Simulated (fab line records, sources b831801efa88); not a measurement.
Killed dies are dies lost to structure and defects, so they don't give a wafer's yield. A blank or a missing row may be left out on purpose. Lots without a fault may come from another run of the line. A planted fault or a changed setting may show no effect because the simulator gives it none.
Chamber matching | flow sky130 | SKY_VIA1_ETCH_14 on rie_diel-02: 4 sister chambers
The step etches BARC in N2/H2, stops on SiO2, time 45.9 s, target depth 60 nm. 14 wafers are shown with their chamber, then 7 later ones without.

WAFERS WITH THEIR CHAMBER
wafer  | chamber | drypump_motor_current_A (A) | bias_w (W) | oes_product_au (a.u.)
L081.1 | 3       | 5.6                         | 99.43      | 0.860
L081.5 | 0       | 5.6                         | 100.03     | 0.845
L081.6 | 1       | 5.6                         | 100.02     | 0.861
L082.2 | 0       | 5.5                         | 99.97      | 0.848
L082.3 | 3       | 5.7                         | 100.00     | 0.858
L082.5 | 0       | 5.5                         | 100.14     | 0.858
L088.1 | 2       | 6.4                         | 100.31     | 0.856
L088.4 | 1       | 5.6                         | 99.84      | 0.856
L088.6 | 2       | 6.5                         | 100.09     | 0.856
L089.1 | 0       | 5.5                         | 100.03     | 0.862
L089.2 | 2       | 6.4                         | 100.46     | 0.851
L089.4 | 1       | 5.6                         | 100.14     | 0.848
L092.2 | 1       | 5.6                         | 99.92      | 0.854
L092.3 | 3       | 5.7                         | 99.48      | 0.857

SIGNATURES (means of the wafers above)
reading                 | chamber 0 | chamber 1 | chamber 2 | chamber 3 | scatter within a chamber
drypump_motor_current_A | 5.525     | 5.600     | 6.433     | 5.667     | 0.0456
bias_w                  | 100.0425  | 99.9800   | 100.2867  | 99.6367   | 0.183
oes_product_au          | 0.85325   | 0.85475   | 0.85433   | 0.85833   | 0.0055
Rule: a wafer's distance from a chamber is the root of the sum, over the readings, of the square of ((its reading less the chamber's mean) divided by the reading's scatter). The wafer belongs to the nearest chamber; if the next one is less than 2 further off, it can't be placed. The scatter: the root of (the sum of the squares of (reading less its chamber's mean) over the shown wafers, divided by (wafers less chambers)).

WAFERS WITHOUT THEIR CHAMBER
wafer  | drypump_motor_current_A (A) | bias_w (W) | oes_product_au (a.u.)
L092.5 | 6.5                         | 99.63      | 0.852
L094.2 | 5.6                         | 99.42      | 0.849
L094.3 | 6.5                         | 99.90      | 0.853
L094.4 | 5.7                         | 99.98      | 0.860
L096.2 | 5.6                         | 100.48     | 0.861
L096.3 | 5.5                         | 100.15     | 0.861
L096.5 | 5.6                         | 100.23     | 0.854

WHICH CHAMBER EACH WENT THROUGH
wafer  | from the rows above          | in truth
L092.5 | 2                            | 2
L094.2 | can't be placed: 3 or 1 or 0 | 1
L094.3 | 2                            | 2
L094.4 | can't be placed: 3 or 1      | 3
L096.2 | can't be placed: 1 or 0 or 3 | 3
L096.3 | can't be placed: 0 or 1      | 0
L096.5 | can't be placed: 1 or 0      | 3
Placed correctly: 2 of 7. Can't be placed from these rows: 5 (the true chamber is among the candidates in 4). Placed wrongly: 0.
